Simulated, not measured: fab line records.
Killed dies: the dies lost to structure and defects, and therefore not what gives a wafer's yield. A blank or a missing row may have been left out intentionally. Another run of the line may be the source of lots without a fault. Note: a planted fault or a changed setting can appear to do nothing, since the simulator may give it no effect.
Code-filled problem report in 8D (eight disciplines) form | flow sky130 | the parts of the form that need people (team, actions taken, sign-off) are left out

## 1. THE ISSUE
At SKY_VT_ADJUST_HVTP_IMPLANT_09, beam energy keV averages 164.28 over 9 wafers from 3 lots, while fault-free wafers read 149.99, standard deviation 0.046. So: +99 or more standard deviations from the usual mean.
The first sign was on wafer L385.1 at day 11 13:44, on implanter-03. At this step, 21 wafers from 7 lots have a number in the record. By rule, "out" or "out of limits" means more than 4 standard deviations away from the usual mean. The other wafers with a number count as sound.

## 2. WHAT IT IS AND WHAT IT IS NOT
question                    | is                     | is not
which readings at this step | beam energy keV        | beam on s, faraday current uA
which lots                  | L385, L386, L387       | L367, L372, L374, L380
which wafers of those lots  | all that have a number | -
read on which tools         | implanter-03           | implanter-01, implanter-02
when                        | from day 11 13:44      | up to then (12 sound wafers)

## 3. THE SUSPECTS, EACH WITH WHAT RULES IT OUT
Counting: a tool at a process step up to the reading stays a suspect if it ran every lot that is out and no sound lot after the first of them.
- implanter-03 at SKY_VT_ADJUST_HVTP_IMPLANT_09: kept. All lots that are out passed through it, beginning with L385 at day 11 13:44, and no sound lot followed; its final sound lot before that point was L380 at day 10 06:44. Its own readings are out on those wafers: beam energy keV.
Left after counting: implanter-03 at SKY_VT_ADJUST_HVTP_IMPLANT_09.

## 4. THE CAUSE (what the simulator had put in)
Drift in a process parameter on implanter-03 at SKY_VT_ADJUST_HVTP_IMPLANT_09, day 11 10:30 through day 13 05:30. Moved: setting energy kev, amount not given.
This tool alone remained once counting was done.

## 5. SEQUENCE OF EFFECTS, ordered by route
One row per reading whose mean, taken over the struck wafers that have a number, lies over 3 standard deviations from the usual. Only readings whose record carries a usual standard deviation are examined. hours: median over the lots of the time between each lot's start at the first step of this table that gives one and its start at this step. sigmas: the change, counted in usual standard deviations.
hours | step                          | reading         | usual  | on struck wafers | change | sigmas
0     | SKY_VT_ADJUST_HVTP_IMPLANT_09 | beam energy keV | 149.99 | 164.28           | +14.29 | +99 or more
It contains these process steps:
- SKY_VT_ADJUST_HVTP_IMPLANT_09

## 6. WHAT WOULD HAVE CAUGHT IT SOONER
In this record no reading fell out of limits until day 11 13:44, 3 hours after the fault had begun at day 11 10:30.
